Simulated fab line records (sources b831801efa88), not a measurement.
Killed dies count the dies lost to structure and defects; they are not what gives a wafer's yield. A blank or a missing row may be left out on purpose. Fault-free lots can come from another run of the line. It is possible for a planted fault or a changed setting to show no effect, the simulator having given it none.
fab line records	flow sky130	part 1 of 2: steps 1 to 27 of 38
record: lots: 5	wafers: 15	lastDay: 49
route steps=708 shown SD_N@356 SD_P@359 RES_XHIGH@360 SALICIDE@361 LI_CONTACT@362 LOCAL_INTERCONNECT@387
lots that met no fault: from a run of the same line without faults
startH: hours from the record's opening day to when the first of the lot's shown wafers began	waitH: hours since the lot's step before	" identical to the entry in the row above	L1.1+2: one row covering several wafers at once	- no value, or no start given	* or withheld: withheld	< > ~ a bound
route shown NAME@n: names a module that has steps shown in the file, with the first one's number in the route	usual: the fault-free wafers' mean and standard deviation	same: alike in all rows	chamber/n: place in a boat	sites: readings site by site	_std_site: standard deviation across them	_edge_site: the outer-site mean with the inner-site mean subtracted	radiusMm: how far each site lies from the wafer's centre	mask NAME#n: copy n	behind: tool/chamber where the wafer was last shaped	hold: the reason the lot was held/the length of the hold in hours/how it ended	device: the n, p or np transistor that did not switch	end of line: the same wafers' tests at the end of the route	a step without rows: its recipe alone	killed: dies lost to structure and defects at the first sort, not the wafer's yield	map: a wafer's dies, marking killed ones x, the rest . and places with no die _
set.NAME: the setting the step ran with; set.NAME@STEP: the setting that earlier step ran with	model.NAME: the simulator's own value behind a step, which no gauge read
certain route steps with their lots: each step a table, each wafer a row
services: from which hour (startH, from the record's first day; less than 0 if before it) a tool's chamber was out of use, for how many hours, and why
== steps ==
step: SKY_SD_N_RTA_14
recipe: tempC: 1075	timeS: 2	idleTempC: 650	rampUpCPerS: 150	rampDownCPerS: 90	ambient: N2
usual: lampPowerPct: 15.74/0.049	wafer_temp_C_max: 1078.1/1.5
lot.wafer	tool	chamber	startH	waitH	lampPowerPct	wafer_temp_C_max
L082.1	rtpAnneal-02	0	714.18	0.0	15.85	1076.8
L082.2	"	0	"	"	15.74	1081.4
L082.4	"	0	"	"	15.73	1077.5
L085.3	rtpAnneal-02	0	749.50	0.0	15.74	1078.4
L085.5	"	0	"	"	15.72	1077.0
L085.6	"	0	"	"	15.69	1076.2
L089.1	rtpAnneal-01	0	778.80	0.0	15.84	1079.0
L089.3	"	0	"	"	15.81	1080.0
L089.4	"	0	"	"	15.72	1077.1
L090.1	rtpAnneal-02	0	786.69	0.0	15.80	1077.1
L090.5	"	0	"	"	15.82	1078.5
L090.6	"	0	"	"	15.77	1076.9
L093.1	rtpAnneal-01	0	799.33	0.0	15.80	1076.7
L093.4	"	0	"	"	15.71	1078.3
L093.5	"	0	"	"	15.70	1079.9
step: SKY_SD_N_RS_MEAS_16
recipe: thkMeasGauge: four-point-probe
usual: SD_N_RS: 68.56/0.13
lot.wafer	tool	chamber	startH	waitH	SD_N_RS[ohm/sq]
L082.1	filmMetro-01	-	714.35	0.1	68.46
L082.2	"	-	"	"	68.69
L082.4	"	-	"	"	68.68
L085.3	filmMetro-02	-	749.69	0.1	68.69
L085.5	"	-	"	"	68.54
L085.6	"	-	"	"	68.56
L089.1	filmMetro-02	-	778.97	0.1	68.54
L089.3	"	-	"	"	68.53
L089.4	"	-	"	"	68.45
L090.1	filmMetro-01	-	786.86	0.1	68.58
L090.5	"	-	"	"	68.45
L090.6	"	-	"	"	68.63
L093.1	filmMetro-01	-	799.51	0.1	68.71
L093.4	"	-	"	"	68.57
L093.5	"	-	"	"	68.55
step: SKY_SD_N_RS_MEAS_17
recipe: thkMeasGauge: four-point-probe
usual: SD_P_RS: 147.1/0.44
lot.wafer	tool	chamber	startH	waitH	SD_P_RS[ohm/sq]
L082.1	filmMetro-01	-	714.47	0.1	146.9
L082.2	"	-	"	"	147.5
L082.4	"	-	"	"	147.3
L085.3	filmMetro-02	-	749.81	0.1	146.9
L085.5	"	-	"	"	147.0
L085.6	"	-	"	"	147.3
L089.1	filmMetro-02	-	779.09	0.1	147.1
L089.3	"	-	"	"	147.0
L089.4	"	-	"	"	147.5
L090.1	filmMetro-01	-	786.98	0.1	146.9
L090.5	"	-	"	"	146.9
L090.6	"	-	"	"	146.8
L093.1	filmMetro-01	-	799.63	0.1	147.3
L093.4	"	-	"	"	147.4
L093.5	"	-	"	"	147.4
step: SKY_SD_N_RS_MEAS_18
recipe: thkMeasGauge: four-point-probe
usual: RES_XHIGH_RS: 333.5/1.1
lot.wafer	tool	chamber	startH	waitH	RES_XHIGH_RS[ohm/sq]
L082.1	filmMetro-01	-	714.59	0.1	334.5
L082.2	"	-	"	"	334.9
L082.4	"	-	"	"	334.2
L085.3	filmMetro-02	-	749.93	0.1	334.6
L085.5	"	-	"	"	334.2
L085.6	"	-	"	"	331.9
L089.1	filmMetro-02	-	779.21	0.1	333.0
L089.3	"	-	"	"	330.9
L089.4	"	-	"	"	332.1
L090.1	filmMetro-01	-	787.10	0.1	330.7
L090.5	"	-	"	"	331.3
L090.6	"	-	"	"	331.3
L093.1	filmMetro-01	-	799.75	0.1	333.7
L093.4	"	-	"	"	334.2
L093.5	"	-	"	"	334.6
step: SKY_SALICIDE_CLEAN_00
recipe: chemistry: HF-last	timeS: 30	dilution: 100:1	dry: ipaMarangoni
lot.wafer	tool	chamber	startH	waitH
L082.1+2+4	wetBench-04	1	714.71	0.1
L085.3+5+6	wetBench-01	1	750.01	0.1
L089.1+3+4	wetBench-04	2	779.33	0.1
L090.1+5+6	wetBench-03	0	787.22	0.1
L093.1+4+5	wetBench-03	1	799.87	0.1
step: SKY_LI_CONTACT_HDPCVD_00
recipe: material: PSG	targetThkNm: 930	sigmaOpenFrac: 0.3	timeS: 155	tempC: 600	sih4FlowSccm: 60.85	pressureMtorr: 6
usual: pressureMtorr: 5.998/0.012
lot.wafer	tool	chamber	startH	waitH	pressureMtorr
L082.1	hdpcvd-02	1	714.75	0.0	5.997
L082.2	"	2	"	"	6.001
L082.4	"	1	"	"	5.975
L085.3	hdpcvd-01	0	750.03	0.0	6.002
L085.5	"	0	"	"	5.981
L085.6	"	1	"	"	5.982
L089.1	hdpcvd-02	1	779.35	0.0	5.989
L089.3	"	2	"	"	6.008
L089.4	"	0	"	"	6.004
L090.1	hdpcvd-02	2	787.24	0.0	5.993
L090.5	"	0	"	"	6.014
L090.6	"	1	"	"	6.013
L093.1	hdpcvd-02	1	799.88	0.0	6.017
L093.4	"	2	"	"	5.996
L093.5	"	0	"	"	5.993
step: SKY_LI_CONTACT_THK_MEAS_01
recipe: reads: PSG_of_LI_CONTACT_HDPCVD_00
usual: LI_CONTACT_HDPCVD_THK: 943/8.9
lot.wafer	tool	chamber	startH	waitH	LI_CONTACT_HDPCVD_THK[nm]
L082.1	filmMetro-04	-	714.90	0.1	946
L082.2	"	-	"	"	948
L082.4	"	-	"	"	952
L085.3	filmMetro-02	-	750.15	0.1	944
L085.5	"	-	"	"	943
L085.6	"	-	"	"	944
L089.1	filmMetro-04	-	779.45	0.1	943
L089.3	"	-	"	"	944
L089.4	"	-	"	"	943
L090.1	filmMetro-04	-	787.34	0.1	944
L090.5	"	-	"	"	934
L090.6	"	-	"	"	934
L093.1	filmMetro-02	-	799.99	0.1	939
L093.4	"	-	"	"	937
L093.5	"	-	"	"	937
step: SKY_LI_CONTACT_CMP_02
recipe: material: PSG	downForcePsi: 4	platenRpm: 60	padVelocityMS: 0.94248
usual: edgeZonePressureFrac: 0.999/0.0052	motorCurrentA: 12.9/1	slurryFlowMlMin: 150.0/0.46	timeToEndpointS: 33.8/2.2
lot.wafer	tool	chamber	startH	waitH	edgeZonePressureFrac	motorCurrentA	slurryFlowMlMin	timeToEndpointS
L082.1	cmp-01	2	715.01	0.1	0.990	12.9	149.7	33.8
L082.2	"	3	"	"	0.997	13.1	150.0	33.7
L082.4	"	0	"	"	0.996	14.4	149.3	31.9
L085.3	cmp-02	1	750.29	0.1	1.004	11.3	149.6	33.0
L085.6	"	3	"	"	0.997	13.8	149.4	35.5
L085.5	"	0	"	"	1.008	12.8	150.5	32.5
L089.4	cmp-01	0	779.51	0.0	1.003	14.9	150.3	33.4
L089.1	"	1	"	"	1.001	12.7	150.0	31.4
L089.3	"	3	"	"	1.002	12.5	149.6	32.2
L090.1	cmp-02	0	787.55	0.2	1.004	13.8	150.5	30.6
L090.5	"	1	"	"	0.999	10.9	150.3	31.7
L090.6	"	2	"	"	0.997	12.4	149.9	32.7
L093.1	cmp-01	1	800.15	0.1	1.006	12.8	149.4	31.8
L093.4	"	2	"	"	1.005	13.0	149.8	34.3
L093.5	"	0	"	"	0.991	15.0	150.3	29.9
step: SKY_LI_CONTACT_BOW_MEAS_03
recipe: mode: bow
usual: LI_CONTACT_BOW: 55/7.2
lot.wafer	tool	chamber	startH	waitH	LI_CONTACT_BOW[um]
L082.1	filmMetro-04	-	715.26	0.2	52
L082.2	"	-	"	"	55
L082.4	"	-	"	"	54
L085.3	filmMetro-01	-	750.53	0.2	55
L085.5	"	-	"	"	64
L085.6	"	-	"	"	50
L089.1	filmMetro-02	-	779.81	0.2	56
L089.3	"	-	"	"	49
L089.4	"	-	"	"	58
L090.1	filmMetro-02	-	787.70	0.1	65
L090.5	"	-	"	"	54
L090.6	"	-	"	"	57
L093.1	filmMetro-04	-	800.35	0.1	45
L093.4	"	-	"	"	55
L093.5	"	-	"	"	57
step: SKY_LI_CONTACT_DEHYDRATE_04
recipe: tempC: 200	timeS: 60
lot.wafer	tool	chamber	startH	waitH
L082.1+2+4	lithoTrack-03	0	728.38	13.1
L085.3+5+6	lithoTrack-01	0	763.33	12.8
L089.1+3+4	lithoTrack-03	0	792.88	13.1
L090.1+5+6	lithoTrack-02	0	799.91	12.2
L093.1+4+5	lithoTrack-01	0	813.08	12.7
step: SKY_LI_CONTACT_HMDS_05
recipe: primeTimeS: 60	primeTempC: 120
same: primeTimeS: 60
lot.wafer	tool	chamber	startH	waitH
L082.1+2+4	lithoTrack-03	0	728.53	0.1
L085.3+5+6	lithoTrack-01	0	763.48	0.1
L089.1+3+4	lithoTrack-03	0	793.03	0.1
L090.1+5+6	lithoTrack-02	0	800.06	0.1
L093.1+4+5	lithoTrack-01	0	813.23	0.1
step: SKY_LI_CONTACT_COAT_06
recipe: resist: BARC	tempC: withheld	timeS: withheld	spinRpm: 3000	resistThkNm: 60
usual: dispensePressureKPa: 50/4.7
lot.wafer	tool	chamber	startH	waitH	dispensePressureKPa
L082.1	lithoTrack-03	0	728.68	0.1	46
L082.2	"	0	"	"	46
L082.4	"	0	"	"	46
L085.3	lithoTrack-01	0	763.63	0.1	56
L085.5	"	0	"	"	56
L085.6	"	0	"	"	56
L089.1	lithoTrack-03	0	793.18	0.1	46
L089.3	"	0	"	"	46
L089.4	"	0	"	"	46
L090.1	lithoTrack-02	0	800.21	0.1	47
L090.5	"	0	"	"	47
L090.6	"	0	"	"	47
L093.1	lithoTrack-01	0	813.38	0.1	56
L093.4	"	0	"	"	56
L093.5	"	0	"	"	56
step: SKY_LI_CONTACT_COAT_07
recipe: resist: KrF-thick	spinRpm: 3000	resistThkNm: 450
usual: dispensePressureKPa: 50/4.7
lot.wafer	tool	chamber	startH	waitH	dispensePressureKPa
L082.1	lithoTrack-03	0	-	-	46
L082.2	"	0	"	"	46
L082.4	"	0	"	"	46
L085.3	lithoTrack-01	0	-	-	56
L085.5	"	0	"	"	56
L085.6	"	0	"	"	56
L089.1	lithoTrack-03	0	-	-	46
L089.3	"	0	"	"	46
L089.4	"	0	"	"	46
L090.1	lithoTrack-02	0	-	-	47
L090.5	"	0	"	"	47
L090.6	"	0	"	"	47
L093.1	lithoTrack-01	0	-	-	56
L093.4	"	0	"	"	56
L093.5	"	0	"	"	56
step: SKY_LI_CONTACT_SOFTBAKE_08
recipe: tempC: 100	timeS: 90	resist: KrF-thick
lot.wafer	tool	chamber	startH	waitH
L082.1+2+4	lithoTrack-03	0	-	-
L085.3+5+6	lithoTrack-01	0	-	-
L089.1+3+4	lithoTrack-03	0	-	-
L090.1+5+6	lithoTrack-02	0	-	-
L093.1+4+5	lithoTrack-01	0	-	-
step: SKY_LI_CONTACT_EXPOSE_09
recipe: maskId: LICM1	na: 0.8	sourceShape: annular	sigmaInner: 0.55	sigmaOuter: 0.85	targetCdNm: 170	doseMj: 38
usual: focusOffsetNm: 0.0/0.52	reticleTempC: 22.97/0.1
lot.wafer	tool	chamber	startH	waitH	mask	focusOffsetNm	reticleTempC
L082.1	krfScanner-01	0	-	-	LICM1#0	0.1	23.00
L082.2	"	0	"	"	LICM1#0	0.0	22.89
L082.4	"	0	"	"	LICM1#0	0.9	22.91
L085.3	krfScanner-02	0	-	-	LICM1#0	0.0	22.85
L085.5	"	0	"	"	LICM1#0	-0.3	22.91
L085.6	"	0	"	"	LICM1#0	-0.7	22.91
L089.1	krfScanner-01	0	-	-	LICM1#0	0.4	22.92
L089.3	"	0	"	"	LICM1#0	0.5	23.09
L089.4	"	0	"	"	LICM1#0	0.2	22.97
L090.1	krfScanner-01	0	-	-	LICM1#0	-1.1	22.99
L090.5	"	0	"	"	LICM1#0	-0.9	23.01
L090.6	"	0	"	"	LICM1#0	-0.4	23.02
L093.1	krfScanner-02	0	-	-	LICM1#0	0.8	23.12
L093.4	"	0	"	"	LICM1#0	0.0	23.05
L093.5	"	0	"	"	LICM1#0	-0.5	23.03
step: SKY_LI_CONTACT_PEB_10
recipe: pebTempC: withheld	pebTimeS: withheld	resist: KrF-thick
lot.wafer	tool	chamber	startH	waitH
L082.1+2+4	lithoTrack-02	0	-	-
L085.3+5+6	lithoTrack-01	0	-	-
L089.1+3+4	lithoTrack-03	0	-	-
L090.1+5+6	lithoTrack-01	0	-	-
L093.1+4+5	lithoTrack-01	0	-	-
step: SKY_LI_CONTACT_DEVELOP_11
recipe: developTimeS: 60	resist: KrF-thick	devTempC: 21
lot.wafer	tool	chamber	startH	waitH
L082.1+2+4	lithoTrack-02	0	-	-
L085.3+5+6	lithoTrack-01	0	-	-
L089.1+3+4	lithoTrack-03	0	-	-
L090.1+5+6	lithoTrack-01	0	-	-
L093.1+4+5	lithoTrack-01	0	-	-
step: SKY_LI_CONTACT_CD_MEAS_12
recipe: targetCdNm: 170
usual: cdNm: 170.0/1.5
lot.wafer	tool	chamber	startH	waitH	cdNm
L082.1	cdSem-02	-	742.71	-	168.9
L082.2	"	-	"	"	168.3
L082.4	"	-	"	"	168.0
L085.3	cdSem-02	-	776.57	-	170.1
L085.5	"	-	"	"	169.0
L085.6	"	-	"	"	169.9
L089.1	cdSem-02	-	806.53	-	172.1
L089.3	"	-	"	"	172.2
L089.4	"	-	"	"	171.8
L090.1	cdSem-01	-	814.23	-	171.5
L090.5	"	-	"	"	170.6
L090.6	"	-	"	"	170.2
L093.1	cdSem-01	-	826.68	-	168.5
L093.4	"	-	"	"	167.1
L093.5	"	-	"	"	169.8
step: SKY_LI_CONTACT_OVL_MEAS_13
usual: LI_CONTACT_OVL: 4/5.9
lot.wafer	tool	chamber	startH	waitH	LI_CONTACT_OVL[nm]
L082.1	overlay-02	-	742.83	0.1	5
L082.2	"	-	"	"	1
L082.4	"	-	"	"	-2
L085.3	overlay-02	-	776.66	0.1	5
L085.5	"	-	"	"	1
L085.6	"	-	"	"	7
L089.1	overlay-01	-	806.65	0.1	-10
L089.3	"	-	"	"	-11
L089.4	"	-	"	"	-5
L090.1	overlay-02	-	814.35	0.1	-1
L090.5	"	-	"	"	1
L090.6	"	-	"	"	7
L093.1	overlay-02	-	826.80	0.1	5
L093.4	"	-	"	"	2
L093.5	"	-	"	"	1
step: SKY_LI_CONTACT_ETCH_14
recipe: chemistry: N2/H2	target: BARC	ionEnergyEv: 200	sourceW: 500	biasW: 100	pressureMtorr: 30	n2FlowSccm: 100	h2FlowSccm: 200	stopOn: SiO2	timeS: 45.9	targetDepthA: 600
usual: drypumpMotorCurrentA: 5.6/0.35	oesProductAu: 0.854/0.0048	throttleValvePct: 13.226/0.0095
lot.wafer	tool	chamber	startH	waitH	drypumpMotorCurrentA	oesProductAu	rfHoursCounterH	throttleValvePct
L082.1	rieDiel-02	2	742.87	0.0	5.8	0.847	8	13.222
L082.2	"	0	"	"	6.0	0.845	9	13.229
L082.4	"	3	"	"	6.0	0.849	1	13.210
L085.3	rieDiel-04	3	776.68	0.0	4.7	0.856	30	13.217
L085.5	"	1	"	"	5.7	0.862	-	13.228
L085.6	"	0	"	"	5.7	0.859	-	13.234
L089.1	rieDiel-04	0	806.69	0.0	5.7	0.852	6	13.236
L089.3	"	3	"	"	4.7	0.853	31	13.233
L089.4	"	1	"	"	5.7	0.850	8	13.227
L090.1	rieDiel-04	3	814.38	0.0	4.8	0.855	31	13.219
L090.5	"	0	"	"	5.7	0.861	-	13.229
L090.6	"	1	"	"	5.8	0.848	-	13.211
L093.1	rieDiel-03	0	826.83	0.0	5.6	0.854	15	13.234
L093.4	"	1	"	"	5.1	0.852	4	13.228
L093.5	"	3	"	"	5.2	0.857	-	13.228
step: SKY_LI_CONTACT_ETCH_15
recipe: target: PSG	chemistry: C4F8/O2/Ar	stopOn: Si	taperDeg: 4.15	maskMaterial: KrF-thick	sourceW: 1500	biasW: 1200	pressureMtorr: 40	c4f8FlowSccm: withheld	O2_flow_sccm: 6	Ar_flow_sccm: 300	timeS: withheld	targetDepthA: 6000
usual: oesProductAu: 0.837/0.0046
lot.wafer	tool	chamber	startH	waitH	oesProductAu
L082.1	rieDiel-02	2	742.91	0.0	0.838
L082.2	"	0	"	"	0.842
L082.4	"	3	"	"	0.837
L085.3	rieDiel-04	3	776.73	0.0	0.832
L085.5	"	1	"	"	0.838
L085.6	"	0	"	"	0.838
L089.1	rieDiel-04	0	806.73	0.0	0.839
L089.3	"	3	"	"	0.841
L089.4	"	1	"	"	0.831
L090.1	rieDiel-04	3	814.43	0.0	0.842
L090.5	"	0	"	"	0.835
L090.6	"	1	"	"	0.842
L093.1	rieDiel-03	0	826.88	0.0	0.837
L093.4	"	1	"	"	0.845
L093.5	"	3	"	"	0.833
step: SKY_LI_CONTACT_STRIP_16
recipe: chemistry: O2/N2	powerW: 1400	pressureMtorr: 1500	platenTempC: withheld	o2FlowSccm: 3000	n2FlowSccm: 300	overashFraction: 0.5
usual: drypumpMotorCurrentA: 5.8/0.46	oesProductAu: 0.376/0.0054	stripTimeToEndpointS: 3.499/0.026
lot.wafer	tool	chamber	startH	waitH	drypumpMotorCurrentA	oesProductAu	rfHoursCounterH	stripTimeToEndpointS
L082.1	plasmaAsher-04	0	743.00	-	5.0	0.379	62	3.492
L082.2	"	1	"	"	5.6	0.367	62	3.474
L082.4	"	0	"	"	5.1	0.374	-	3.483
L085.3	plasmaAsher-04	0	776.84	-	5.0	0.376	-	3.500
L085.5	"	1	"	"	5.6	0.380	-	3.481
L085.6	"	0	"	"	5.0	0.378	-	3.499
L089.1	plasmaAsher-01	0	806.82	-	6.3	0.370	38	3.465
L089.3	"	1	"	"	5.6	0.375	-	3.500
L089.4	"	0	"	"	6.3	0.376	-	3.497
L090.1	plasmaAsher-04	0	814.51	-	5.1	0.379	69	3.515
L090.5	"	1	"	"	5.6	0.373	-	3.531
L090.6	"	0	"	"	5.1	0.384	-	3.509
L093.1	plasmaAsher-01	0	826.96	-	6.3	0.370	40	3.460
L093.4	"	1	"	"	5.6	0.372	-	3.492
L093.5	"	0	"	"	6.3	0.381	-	3.509
step: SKY_LI_CONTACT_CLEAN_17
recipe: chemistry: NMP	timeS: 600	tempC: 60	dry: n2Spin
lot.wafer	tool	chamber	startH	waitH
L082.1+2+4	wetBench-03	0	743.10	0.1
L085.3+5+6	wetBench-03	3	776.91	0.0
L089.1+3+4	wetBench-03	1	806.92	0.1
L090.1+5+6	wetBench-03	1	814.61	0.1
L093.1+4+5	wetBench-03	2	827.08	0.1
step: SKY_LI_CONTACT_PRE_CLEAN_18
recipe: gas: Ar	timeS: 5.6	biasV: 358
lot.wafer	tool	chamber	startH	waitH
L082.1+2+4	pvdSputter-02	-	743.29	0.0
L085.3+5+6	pvdSputter-02	-	777.10	0.0
L089.1+3+4	pvdSputter-01	-	807.09	0.0
L090.1+5+6	pvdSputter-01	-	814.79	0.0
L093.1+4+5	pvdSputter-01	-	827.26	0.0
step: SKY_LI_CONTACT_SPUTTER_19
recipe: material: Ti	targetThkNm: 20	chamberPressurePa: 5	powerW: 2500	substrateTempC: 200	timeS: 106.37
usual: throttleValvePct: 30.7/1.2
lot.wafer	tool	chamber	startH	waitH	throttleValvePct
L082.1	pvdSputter-02	-	743.31	0.0	31.3
L082.2	"	-	"	"	28.4
L082.4	"	-	"	"	31.6
L085.3	pvdSputter-02	-	777.12	0.0	28.1
L085.5	"	-	"	"	31.7
L085.6	"	-	"	"	31.1
L089.1	pvdSputter-01	-	807.11	0.0	29.4
L089.3	"	-	"	"	29.9
L089.4	"	-	"	"	30.4
L090.1	pvdSputter-01	-	814.81	0.0	30.1
L090.5	"	-	"	"	30.5
L090.6	"	-	"	"	30.3
L093.1	pvdSputter-01	-	827.27	0.0	30.3
L093.4	"	-	"	"	30.2
L093.5	"	-	"	"	29.7
step: SKY_LI_CONTACT_SPUTTER_20
recipe: material: TiN	targetThkNm: 20	chamberPressurePa: 5	powerW: 4000	timeS: 80
usual: throttleValvePct: 30.7/1.2
lot.wafer	tool	chamber	startH	waitH	throttleValvePct
L082.1	pvdSputter-02	-	743.38	0.0	31.2
L082.2	"	-	"	"	28.0
L082.4	"	-	"	"	31.4
L085.3	pvdSputter-02	-	777.20	0.0	28.2
L085.5	"	-	"	"	31.8
L085.6	"	-	"	"	30.9
L089.1	pvdSputter-01	-	807.19	0.0	29.3
L089.3	"	-	"	"	29.9
L089.4	"	-	"	"	30.1
L090.1	pvdSputter-01	-	814.88	0.0	30.2
L090.5	"	-	"	"	30.1
L090.6	"	-	"	"	30.1
L093.1	pvdSputter-01	-	827.35	0.0	30.3
L093.4	"	-	"	"	30.4
L093.5	"	-	"	"	29.8
step: SKY_LI_CONTACT_CVD_21
recipe: material: W	targetThkNm: 400	timeS: 120.56	tempC: 400	pressureTorr: 40
usual: heaterPowerW: 859/87
lot.wafer	tool	chamber	startH	waitH	heaterPowerW
L082.1	cvdW-01	1	743.44	0.0	862
L082.2	"	0	"	"	736
L082.4	"	1	"	"	886
L085.3	cvdW-02	0	777.34	0.1	900
L085.5	"	0	"	"	909
L085.6	"	0	"	"	930
L089.1	cvdW-01	1	807.25	0.0	858
L089.3	"	0	"	"	724
L089.4	"	1	"	"	864
L090.1	cvdW-01	0	814.94	0.0	739
L090.5	"	0	"	"	726
L090.6	"	1	"	"	865
L093.1	cvdW-02	1	827.41	0.0	994
L093.4	"	0	"	"	951
L093.5	"	0	"	"	918
